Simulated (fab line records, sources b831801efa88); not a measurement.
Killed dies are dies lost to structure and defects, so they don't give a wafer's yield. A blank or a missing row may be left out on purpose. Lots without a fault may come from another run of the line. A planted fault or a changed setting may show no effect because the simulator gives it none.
Problem report in the 8D (eight disciplines) form, filled by code | flow sky130 | the parts of the form that need people (team, actions taken, sign-off) are left out

1. THE PROBLEM
LDD_HVP_TW at SKY_LDD_HVP_TW_MEAS_10 reads a mean of 480 on 6 wafers of 2 lots; wafers without a fault read 456 with a standard deviation of 4.8. That is +5.0 standard deviations from the usual mean.
First seen on wafer L789.3, day 25 15:58, on film_metro-01. The record holds 33 wafers of 11 lots with a number at this step. Rule for "out", or "out of limits": more than 4 standard deviations from the usual mean. The other wafers with a number count as sound.

2. WHAT IT IS AND WHAT IT IS NOT
question                    | is                     | is not
which readings at this step | LDD_HVP_TW             | -
which lots                  | L789, L790             | L778, L779, L781, L795, L796, L797, L798, L799, L800
which wafers of those lots  | all that have a number | -
read on which gauges        | film_metro-01          | film_metro-03, film_metro-04
when                        | from day 25 15:58      | up to then (9 sound wafers); but 18 sound wafers of L795, L796, L797, L798, L799, L800 came after

3. SUSPECTS, AND WHAT RULES EACH OUT
Counting: a tool at a process step up to the reading stays a suspect if it ran every lot that is out and no sound lot after the first of them.
- the gauge at SKY_LDD_HVP_TW_MEAS_10: ruled out. All the wafers that are out were read on film_metro-01, but those of them that SKY_LDD_HVP_IMPLANT_08 has rows for are out there too, on other tools.
- plasma_asher-01 at SKY_RES_PROTECT_STRIP_07 (strips in O2/N2): ruled out as a lasting fault. Sound lots L799 ran on it after its first lot that is out, L789 (day 19 01:05).
- implanter-03 at SKY_LDD_HVP_IMPLANT_08: ruled out as a lasting fault. Sound lots L800 ran on it after its first lot that is out, L789 (day 25 15:44).
Left after counting: nothing in the record.

4. THE CAUSE (what the simulator had put in)
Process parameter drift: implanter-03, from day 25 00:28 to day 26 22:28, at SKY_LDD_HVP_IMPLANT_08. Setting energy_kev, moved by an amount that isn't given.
Counting ruled it out, wrongly: the rule takes a fault to strike every lot that its tool runs from its start on, and this one did not.

5. THE CHAIN OF EFFECTS, in route order
Each row: a reading whose mean over the struck wafers that have a number lies more than 3 standard deviations from the usual. Only readings for which the record gives a usual standard deviation are gone through. hours: the time from each lot's start at the first step in this table that gives one to its start at this step, as a median over the lots. sigmas: the change in usual standard deviations.
hours | step                   | reading         | usual  | on struck wafers | change | sigmas
0     | SKY_LDD_HVP_IMPLANT_08 | beam_energy_keV | 19.999 | 25.275           | +5.276 | +99 or more
0     | SKY_LDD_HVP_TW_MEAS_10 | LDD_HVP_TW      | 456    | 480              | +24    | +5.0
The process steps in it:
- SKY_LDD_HVP_IMPLANT_08

6. WHAT WOULD HAVE CAUGHT IT SOONER
In this record the first reading out of limits at a measuring or inspecting step was taken at day 25 15:58, 15 hours after the fault began at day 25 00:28.
The tool's own readings at SKY_LDD_HVP_IMPLANT_08 were out on every struck wafer that the step has a row for (beam_energy_keV): an alarm limit on them would have fired on the first of those.
